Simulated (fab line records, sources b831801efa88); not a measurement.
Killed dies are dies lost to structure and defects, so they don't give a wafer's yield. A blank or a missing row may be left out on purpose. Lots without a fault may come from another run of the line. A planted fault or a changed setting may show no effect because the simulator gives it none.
Which tool did it? | flow gf180mcu | 13 lots, 39 wafers sampled, at 5 steps of a route of 602

WHAT THE GAUGES READ, wafer by wafer
GF_DUAL_GATE_THK_MEAS_03. Usual: DUAL_GATE_OXIDATION_00_THK 11.03 nm, standard deviation 0.2.
lot  | measured     | on            | DUAL_GATE_OXIDATION_00_THK (nm) | flag
L309 | day 7 16:40  | film_metro-04 | 11.08 10.98 11.09               |
L310 | day 7 19:29  | film_metro-01 | 10.93 10.88 10.89               |
L311 | day 8 08:24  | film_metro-04 | 10.83 10.92 10.90               |
L312 | day 8 22:31  | film_metro-01 | 11.22 11.26 11.41               |
L314 | day 9 08:43  | film_metro-02 | 10.08 10.16 10.37               | OFF
L315 | day 9 12:25  | film_metro-01 | 10.09 9.89 10.22                | OFF
L316 | day 10 03:31 | film_metro-02 | 10.03 10.20 10.04               | OFF
L326 | day 12 13:07 | film_metro-04 | 10.96 10.90 11.13               |
L328 | day 13 02:05 | film_metro-04 | 11.05 10.99 11.11               |
L329 | day 13 07:20 | film_metro-01 | 10.74 10.91 10.81               |
L330 | day 13 11:52 | film_metro-04 | 10.89 10.96 11.18               |
L331 | day 13 20:36 | film_metro-04 | 11.17 11.03 11.24               |
L332 | day 14 02:42 | film_metro-04 | 10.70 10.58 10.76               |

GF_V2_RS_MEAS_24: measures by four-point-probe. Usual: V2_W_RS 0.327 ohm/sq, standard deviation 0.0056.
lot  | measured     | on            | V2_W_RS (ohm/sq)  | flag
L309 | day 20 04:31 | film_metro-04 | 0.332 0.323 0.325 |
L310 | day 20 07:38 | film_metro-03 | 0.330 0.327 0.332 |
L311 | day 21 04:05 | film_metro-03 | 0.323 0.325 0.336 |
L312 | day 21 20:38 | film_metro-02 | 0.324 0.326 0.324 |
L314 | day 22 08:35 | film_metro-04 | 0.321 0.324 0.327 |
L315 | day 22 18:16 | film_metro-04 | 0.329 0.325 0.327 |
L316 | day 23 14:08 | film_metro-03 | 0.322 0.322 0.321 |
L326 | day 26 14:59 | film_metro-04 | 0.322 0.336 0.325 |
L328 | day 26 22:09 | film_metro-04 | 0.328 0.327 0.318 |
L329 | day 27 02:13 | film_metro-03 | 0.327 0.339 0.328 |
L330 | day 27 13:37 | film_metro-04 | 0.330 0.320 0.325 |
L331 | day 27 19:23 | film_metro-04 | 0.324 0.321 0.324 |
L332 | day 28 06:03 | film_metro-02 | 0.323 0.337 0.323 |

GF_M3_THK_MEAS_06: measures by xrf. Usual: M3_ALCU_THK 443 nm, standard deviation 6.
lot  | measured     | on            | M3_ALCU_THK (nm) | flag
L309 | day 20 05:19 | film_metro-01 | 443 440 443      |
L310 | day 20 08:27 | film_metro-01 | 445 448 441      |
L311 | day 21 04:54 | film_metro-02 | 440 438 437      |
L312 | day 21 21:26 | film_metro-03 | 447 448 456      |
L314 | day 22 09:25 | film_metro-02 | 443 429 446      |
L315 | day 22 19:03 | film_metro-02 | 444 436 444      |
L316 | day 23 18:08 | film_metro-03 | 451 442 445      |
L326 | day 26 15:47 | film_metro-02 | 448 438 446      |
L328 | day 26 23:05 | film_metro-02 | 440 432 440      |
L329 | day 27 03:01 | film_metro-03 | 452 441 444      |
L330 | day 27 14:33 | film_metro-02 | 445 435 433      |
L331 | day 27 20:12 | film_metro-03 | 448 444 446      |
L332 | day 28 06:52 | film_metro-01 | 440 439 441      |

WHICH TOOL RAN EACH LOT (tool, then ch and the chambers of the sampled wafers, then the start)
lot  | GF_DUAL_GATE_OXIDATION_02     | GF_M3_SPUTTER_00
L309 | furnace-02 ch 0, day 7 15:12  | pvd_sputter-01, day 20 04:58
L310 | furnace-02 ch 0, day 7 18:02  | pvd_sputter-01, day 20 08:06
L311 | furnace-02 ch 0, day 8 06:57  | pvd_sputter-01, day 21 04:34
L312 | furnace-01 ch 0, day 8 21:03  | pvd_sputter-01, day 21 21:05
L314 | furnace-02 ch 0, day 9 07:16  | pvd_sputter-02, day 22 09:04
L315 | furnace-02 ch 0, day 9 10:57  | pvd_sputter-04, day 22 18:41
L316 | furnace-02 ch 0, day 10 02:03 | pvd_sputter-01, day 23 17:47
L326 | furnace-02 ch 0, day 12 11:40 | pvd_sputter-02, day 26 15:26
L328 | furnace-01 ch 0, day 13 00:38 | pvd_sputter-01, day 26 22:44
L329 | furnace-02 ch 0, day 13 05:52 | pvd_sputter-02, day 27 02:40
L330 | furnace-02 ch 0, day 13 10:25 | pvd_sputter-02, day 27 14:12
L331 | furnace-01 ch 0, day 13 19:10 | pvd_sputter-04, day 27 19:52
L332 | furnace-02 ch 0, day 14 01:14 | pvd_sputter-01, day 28 06:31
- GF_DUAL_GATE_OXIDATION_02: stabilise 600 s, purge 300 s, target thk 10.887 nm.
- GF_M3_SPUTTER_00: material Ti, target thk 37.5 nm, time 150 s.

WHAT THE TOOLS THEMSELVES READ (means of the sampled wafers that have a number; where no wafer has one, the mark that the record gives instead)
GF_DUAL_GATE_OXIDATION_02. Usual: spike_tc_bottom_C 918.2 C, standard deviation 2.8; spike_tc_centre_C 900.9 C, standard deviation 1.1; spike_tc_lower_C 899.6 C, standard deviation 1.5; spike_tc_upper_C 900.0 C, standard deviation 1; tube_center_temp_C 899.99 C, standard deviation 0.086; tube_center_temp_C_max 902.3, standard deviation 0.34.
lot  | tool       | spike_tc_bottom_C (C) | spike_tc_centre_C (C) | spike_tc_lower_C (C) | spike_tc_upper_C (C) | tube_center_temp_C (C) | tube_center_temp_C_max | flag
L309 | furnace-02 | 916.1                 | 901.4                 | 897.9                | 900.1                | 900.07                 | 902.1                  |
L310 | furnace-02 | 917.1                 | 901.0                 | 899.1                | 899.3                | 900.04                 | 902.2                  |
L311 | furnace-02 | 916.8                 | 902.4                 | 899.2                | 899.6                | 899.93                 | 902.4                  |
L312 | furnace-01 | 922.3                 | 900.6                 | 901.0                | 899.8                | 899.92                 | 902.0                  |
L314 | furnace-02 | 908.6                 | 892.4                 | 890.3                | 892.0                | 891.98                 | 894.2                  | OFF
L315 | furnace-02 | 908.7                 | 893.2                 | 890.2                | 892.8                | 891.94                 | 894.4                  | OFF
L316 | furnace-02 | 909.0                 | 894.0                 | 891.2                | 892.4                | 891.97                 | 894.3                  | OFF
L326 | furnace-02 | 915.5                 | 902.1                 | 898.9                | 901.0                | 899.99                 | 902.0                  |
L328 | furnace-01 | 921.2                 | 899.7                 | 901.8                | 899.1                | 899.97                 | 902.2                  |
L329 | furnace-02 | 916.8                 | 900.8                 | 899.4                | 900.8                | 900.02                 | 902.3                  |
L330 | furnace-02 | 916.1                 | 902.3                 | 899.4                | 900.1                | 900.01                 | 902.5                  |
L331 | furnace-01 | 922.7                 | 899.8                 | 900.9                | 899.9                | 900.04                 | 902.3                  |
L332 | furnace-02 | 915.5                 | 900.6                 | 899.1                | 899.7                | 899.98                 | 902.3                  |

GF_M3_SPUTTER_00. Usual: chamber_pressure_pa 2.000 Pa, standard deviation 0.0041; throttle_valve_pct 29.7 %, standard deviation 0.69.
lot  | tool           | chamber_pressure_pa (Pa) | throttle_valve_pct (%) | flag
L309 | pvd_sputter-01 | 2.000                    | 29.4                   |
L310 | pvd_sputter-01 | 1.998                    | 29.9                   |
L311 | pvd_sputter-01 | 1.998                    | 29.9                   |
L312 | pvd_sputter-01 | 2.000                    | 30.0                   |
L314 | pvd_sputter-02 | 2.002                    | 30.1                   |
L315 | pvd_sputter-04 | 2.004                    | 29.2                   |
L316 | pvd_sputter-01 | 2.001                    | 29.6                   |
L326 | pvd_sputter-02 | 2.002                    | 30.0                   |
L328 | pvd_sputter-01 | 2.001                    | 29.6                   |
L329 | pvd_sputter-02 | 1.996                    | 29.0                   |
L330 | pvd_sputter-02 | 1.997                    | 30.0                   |
L331 | pvd_sputter-04 | 1.998                    | 29.7                   |
L332 | pvd_sputter-01 | 1.999                    | 29.8                   |

THE ANSWER, worked out from the rows above alone
Rule: a lot is off if the mean of its wafers that have a number lies more than 3 standard deviations from the usual mean. A lot without any number at a reading at which 4 lots or more have one is off too. The other lots that the step has rows for count as sound. The gauges are gone through in route order, then the tools' own readings, and for those a lot's mean is taken as printed above. The first step at which some lot is off is used, and at that step the reading that is off furthest; a lot without a number counts as furthest.
Off: L314, L315, L316, at GF_DUAL_GATE_THK_MEAS_03 (DUAL_GATE_OXIDATION_00_THK).
A tool fits if, at a process step before that reading, it ran every lot that is off, and no sound lot after the first of them. The gauges at GF_DUAL_GATE_THK_MEAS_03 aren't tried: what is off there is off at GF_DUAL_GATE_OXIDATION_02 too, on other tools, and a gauge's error can't cause that. None of those tried fits.

WHAT THE SIMULATOR HAD PUT IN
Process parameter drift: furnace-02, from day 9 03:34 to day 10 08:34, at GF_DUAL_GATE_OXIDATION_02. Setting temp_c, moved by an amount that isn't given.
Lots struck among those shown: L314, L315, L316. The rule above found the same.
